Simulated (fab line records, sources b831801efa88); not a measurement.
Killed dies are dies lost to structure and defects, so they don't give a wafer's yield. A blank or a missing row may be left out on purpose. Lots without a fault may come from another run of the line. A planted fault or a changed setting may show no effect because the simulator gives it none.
fab line records | flow sky130
record lots=13 wafers=39 last_day=50
route steps=708 shown RES_XHIGH@341 SD_N@346 SD_P@359 PAD_OPEN@708
lots that met no fault: from a run of the same line without faults
start_h: hours from the record's first day to the start of the lot's first wafer shown | wait_h: hours since the lot's step before | " the same as in the row above | L1.1+2: a row that stands for several wafers | - no value, or no start given | * or withheld: withheld | < > ~ a bound
route shown NAME@n: a module of which the file shows steps, and the number in the route of the first | usual: mean/standard deviation of fault-free wafers | same: alike in all rows | chamber/n: place in a boat | sites: the reading at each site | _std_site: their standard deviation | _edge_site: outer sites' mean less inner sites' | radius_mm: how far each site lies from the wafer's centre | mask NAME#n: copy n | behind: the tool/chamber that last shaped the wafer | hold: why the lot was held/for how many hours/how that ended | device: the transistor (n, p or np) that didn't switch | end of line: the same wafers' tests at the end of the route | a step without rows: its recipe alone | killed: dies lost to structure and defects at the first sort, not the wafer's yield | map: a wafer's dies, x killed, . not, _ none there
set.NAME: the setting as run; set.NAME@STEP: as run at that earlier step | model.NAME: the simulator's own value behind a step, which no gauge read
steps of the route over a sample of lots; a table a step, a row a wafer
services: from which hour (start_h, from the record's first day; less than 0 if before it) a tool's chamber was out of use, for how many hours, and why
## steps
# step SKY_RES_XHIGH_TW_MEAS_09
# usual RES_XHIGH_TW=1635/18
# columns lot.wafer tool chamber start_h wait_h RES_XHIGH_TW
L937.4 film_metro-02 - 639.58 0.1 1640
L937.5 " - " " 1635
L937.6 " - " " 1638
L936.1 film_metro-02 - 641.55 0.1 1644
L936.5 " - " " 1630
L936.6 " - " " 1643
L935.2 film_metro-03 - 643.99 0.1 1646
L935.3 " - " " 1642
L935.4 " - " " 1647
L939.1 film_metro-04 - 652.26 0.1 1616
L939.2 " - " " 1614
L939.3 " - " " 1611
L940.1 film_metro-02 - 662.10 0.1 1652
L940.3 " - " " 1640
L940.6 " - " " 1629
L941.3 film_metro-03 - 669.52 0.1 1654
L941.4 " - " " 1656
L941.6 " - " " 1653
L942.1 film_metro-02 - 679.23 0.1 1639
L942.3 " - " " 1639
L942.6 " - " " 1648
L945.3 film_metro-03 - 707.82 0.1 1664
L945.4 " - " " 1668
L945.5 " - " " 1648
L947.2 film_metro-02 - 720.22 0.1 1636
L947.3 " - " " 1640
L947.6 " - " " 1642
L955.2 film_metro-04 - 793.04 0.1 1626
L955.4 " - " " 1616
L955.6 " - " " 1619
L956.2 film_metro-03 - 794.81 0.1 1668
L956.4 " - " " 1662
L956.6 " - " " 1662
L957.1 film_metro-04 - 796.18 0.1 1608
L957.4 " - " " 1618
L957.5 " - " " 1609
L958.1 film_metro-03 - 804.16 0.1 1669
L958.2 " - " " 1662
L958.4 " - " " 1666
# step SKY_SD_N_EXPOSE_04
# recipe mask_id=NSDM na=0.6 source_shape=conventional sigma_outer=0.6 polarization=unpolarized target_cd_nm=380 dose_mj=141
# same sigma_outer=0.6
# columns lot.wafer tool chamber start_h wait_h mask
L937.4+5+6 iline_stepper-01 0 654.03 - NSDM#0
L936.1+5+6 iline_stepper-02 0 655.52 - NSDM#0
L935.2+3+4 iline_stepper-01 0 657.61 - NSDM#0
L939.1+2+3 iline_stepper-01 0 666.22 - NSDM#0
L940.1+3+6 iline_stepper-02 0 676.95 - NSDM#0
L941.3+4+6 iline_stepper-01 0 684.33 - NSDM#0
L942.1+3+6 iline_stepper-02 0 692.95 - NSDM#0
L945.3+4+5 iline_stepper-02 0 721.01 - NSDM#0
L947.2+3+6 iline_stepper-02 0 733.88 - NSDM_R1#0
L955.2+4+6 iline_stepper-02 0 806.09 - NSDM#0
L956.2+4+6 iline_stepper-02 0 808.51 - NSDM#0
L957.1+4+5 iline_stepper-01 0 809.50 - NSDM#0
L958.1+2+4 iline_stepper-02 0 817.02 - NSDM#0
# step SKY_SD_N_CD_MEAS_07
# recipe target_cd_nm=380
# usual cd_nm=377.8/2.4
# columns lot.wafer tool chamber start_h wait_h cd_nm
L937.4 cd_sem-02 - 668.32 0.1 379.2
L937.5 " - " " 380.5
L937.6 " - " " 380.5
L936.1 cd_sem-01 - 670.06 0.1 375.0
L936.5 " - " " 374.4
L936.6 " - " " 375.3
L935.2 cd_sem-01 - 671.78 0.1 377.8
L935.3 " - " " 374.9
L935.4 " - " " 376.5
L939.1 cd_sem-01 - 680.42 0.1 378.8
L939.2 " - " " 378.9
L939.3 " - " " 379.8
L940.1 cd_sem-01 - 690.97 0.1 381.0
L940.3 " - " " 379.6
L940.6 " - " " 380.2
L941.3 cd_sem-01 - 698.64 0.1 377.6
L941.4 " - " " 378.7
L941.6 " - " " 376.7
L942.1 cd_sem-01 - 707.72 0.1 377.1
L942.3 " - " " 376.0
L942.6 " - " " 377.6
L945.3 cd_sem-02 - 734.94 0.1 381.3
L945.4 " - " " 378.5
L945.5 " - " " 379.2
L947.2 cd_sem-01 - 746.69 0.1 329.0
L947.3 " - " " 330.1
L947.6 " - " " 329.7
L955.2 cd_sem-01 - 818.53 0.1 382.2
L955.4 " - " " 382.7
L955.6 " - " " 380.8
L956.2 cd_sem-02 - 821.12 0.1 378.1
L956.4 " - " " 379.0
L956.6 " - " " 375.8
L957.1 cd_sem-02 - 821.82 0.1 377.5
L957.4 " - " " 378.9
L957.5 " - " " 378.1
L958.1 cd_sem-02 - 829.72 0.1 376.9
L958.2 " - " " 375.2
L958.4 " - " " 378.0
# step SKY_SD_N_OVL_MEAS_08
# usual SD_N_OVL=-0.6/1.7
# columns lot.wafer tool chamber start_h wait_h SD_N_OVL[nm]
L937.4 overlay-01 - 668.40 0.1 3.4
L937.5 " - " " 0.4
L937.6 " - " " 2.7
L936.1 overlay-02 - 670.18 0.1 -1.8
L936.5 " - " " -1.0
L936.6 " - " " -2.7
L935.2 overlay-01 - 671.89 0.1 0.6
L935.3 " - " " -0.4
L935.4 " - " " 2.1
L939.1 overlay-01 - 680.54 0.1 1.3
L939.2 " - " " -1.1
L939.3 " - " " -2.9
L940.1 overlay-02 - 691.09 0.1 -0.8
L940.3 " - " " -2.4
L940.6 " - " " -0.4
L941.3 overlay-02 - 698.73 0.1 -2.7
L941.4 " - " " -2.3
L941.6 " - " " -1.9
L942.1 overlay-02 - 707.84 0.1 -0.8
L942.3 " - " " -2.0
L942.6 " - " " -1.4
L945.3 overlay-01 - 735.03 0.1 0.2
L945.4 " - " " 1.7
L945.5 " - " " 1.1
L947.2 overlay-02 - 746.80 0.1 -3.1
L947.3 " - " " -2.8
L947.6 " - " " -4.0
L955.2 overlay-02 - 818.64 0.1 1.0
L955.4 " - " " 1.1
L955.6 " - " " -0.3
L956.2 overlay-01 - 821.22 0.1 -0.5
L956.4 " - " " 0.7
L956.6 " - " " -0.7
L957.1 overlay-01 - 821.94 0.1 0.0
L957.4 " - " " -0.1
L957.5 " - " " -1.7
L958.1 overlay-01 - 829.84 0.1 -0.6
L958.2 " - " " 0.4
L958.4 " - " " -1.7
# step SKY_SD_N_RS_MEAS_17
# recipe thk_meas_gauge=four-point-probe
# usual SD_P_RS=147.2/0.42
# columns lot.wafer tool chamber start_h wait_h SD_P_RS[ohm/sq]
L937.4 film_metro-02 - 669.29 0.1 147.7
L937.5 " - " " 147.4
L937.6 " - " " 147.2
L936.1 film_metro-04 - 671.02 0.1 147.0
L936.5 " - " " 147.2
L936.6 " - " " 146.8
L935.2 film_metro-03 - 672.75 0.1 146.9
L935.3 " - " " 147.0
L935.4 " - " " 146.9
L939.1 film_metro-02 - 681.38 0.1 146.6
L939.2 " - " " 146.6
L939.3 " - " " 146.6
L940.1 film_metro-02 - 691.94 0.1 147.7
L940.3 " - " " 147.4
L940.6 " - " " 147.1
L941.3 film_metro-03 - 699.60 0.1 146.8
L941.4 " - " " 146.9
L941.6 " - " " 146.4
L942.1 film_metro-02 - 708.68 0.1 146.5
L942.3 " - " " 147.1
L942.6 " - " " 146.6
L945.3 film_metro-03 - 735.89 0.1 147.5
L945.4 " - " " 147.7
L945.5 " - " " 147.3
L947.2 film_metro-04 - 747.65 0.1 147.8
L947.3 " - " " 147.6
L947.6 " - " " 147.0
L955.2 film_metro-02 - 819.49 0.1 147.4
L955.4 " - " " 147.6
L955.6 " - " " 147.5
L956.2 film_metro-04 - 822.08 0.1 147.3
L956.4 " - " " 147.8
L956.6 " - " " 147.0
L957.1 film_metro-04 - 822.78 0.1 147.2
L957.4 " - " " 147.3
L957.5 " - " " 147.3
L958.1 film_metro-04 - 830.68 0.1 146.7
L958.2 " - " " 146.7
L958.4 " - " " 146.8
# step SKY_PAD_OPEN_PROBE_99
# usual killed_at_M0_to_M3=44/6.9 killed_at_M4_up=3.3/2 killed_at_contacts=25/5.4 killed_at_front_end=16/4.6 killed_at_other=0.2/0.51 killed_dies=88/8.9 killed_on_rim=17/3.6 killed_open=48/6.8 killed_short=39/5.8
# same gross_dies=492 killed_at_back_side=0
# columns lot.wafer tool chamber start_h wait_h killed_at_M0_to_M3 killed_at_M4_up killed_at_contacts killed_at_front_end killed_at_other killed_dies killed_on_rim killed_open killed_short
L936.1 prober-01 - 1094.46 0.1 35 1 30 14 0 80 20 45 35
L936.5 prober-01 - 1094.66 0.2 41 0 22 12 0 75 18 40 35
L936.6 prober-01 - 1094.71 0.2 39 3 28 17 0 87 18 50 37
L947.2 prober-02 - 1146.26 0.1 41 5 27 18 0 91 18 52 38
L947.3 prober-02 - 1146.31 0.2 45 2 33 10 0 90 19 52 38
L947.6 prober-02 - 1146.46 0.2 37 4 25 14 0 80 15 44 36
# killed by level:class
L936.1 CONTACT:geometric_particle:open=14 CONTACT:geometric_particle:short=7 METAL1:geometric_particle:short=7 VIA2:geometric_particle:open=7 LI_CONTACT:geometric_particle:open=6 METAL2:geometric_particle:short=5 POLY_GATE:geometric_particle:open=4 FIELD_ISO:geometric_particle:short=3
L936.5 CONTACT:geometric_particle:open=10 VIA1:geometric_particle:open=9 METAL2:geometric_particle:short=7 VIA2:geometric_particle:open=6 POLY_GATE:geometric_particle:short=4 CONTACT:geometric_particle:short=4 METAL1:geometric_particle:short=4 VIA1:geometric_particle:short=4
L936.6 CONTACT:geometric_particle:open=10 LI_CONTACT:geometric_particle:open=9 VIA1:geometric_particle:open=8 VIA2:geometric_particle:open=6 VIA3:geometric_particle:open=5 POLY_GATE:geometric_particle:short=4 METAL2:geometric_particle:short=4 VIA2:geometric_particle:short=4
L947.2 LI_CONTACT:geometric_particle:open=9 VIA3:geometric_particle:open=7 VIA2:geometric_particle:open=7 VIA1:geometric_particle:open=7 POLY_GATE:geometric_particle:open=6 CONTACT:geometric_particle:open=6 VIA1:geometric_particle:short=5 FIELD_ISO:geometric_particle:short=4
L947.3 CONTACT:geometric_particle:open=12 VIA2:geometric_particle:open=9 VIA3:geometric_particle:open=8 CONTACT:geometric_particle:short=7 VIA3:geometric_particle:short=7 LI_CONTACT:geometric_particle:open=6 METAL1:geometric_particle:short=6 VIA1:geometric_particle:open=5
L947.6 CONTACT:geometric_particle:open=9 VIA1:geometric_particle:open=7 METAL1:geometric_particle:short=6 VIA2:geometric_particle:open=5 METAL2:geometric_particle:short=5 VIA3:geometric_particle:open=4 LI_CONTACT:geometric_particle:open=4 CONTACT:geometric_particle:short=4
## services
# columns tool chamber start_h hours kind
iline_stepper-02 - 661.69 14.0 repair
iline_stepper-01 0 699.75 - calibration
iline_stepper-02 0 713.09 - calibration
iline_stepper-01 - 786.57 1.7 pm
## key
first_sign step=SKY_SD_N_EXPOSE_04 reading=mask direction=changed
effect step=SKY_SD_N_CD_MEAS_07 reading=cd_nm direction=down sigmas=20 usual=377.8 struck=329.6
met_at SKY_SD_N_EXPOSE_04
struck_lots L947
tester_left_out L947
not_acting_at SKY_RES_XHIGH_TW_MEAS_09,SKY_SD_N_OVL_MEAS_08,SKY_SD_N_RS_MEAS_17
onset_between 721.01 733.88
fault kind=wrong_mask tool=any chamber=- onset_h=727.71 steps=SKY_SD_N_EXPOSE_04 aux_copy=NSDM_R1#0 cd_offset_nm=-46 scope=struck_lots_only
# tester_left_out: of these lots the tester's yield and bins aren't shown, on N5 and GAA mostly nor the transistor test; their killed dies are dies lost to structure and defects alone, not to doping, threshold or leakage, so they don't give the yield
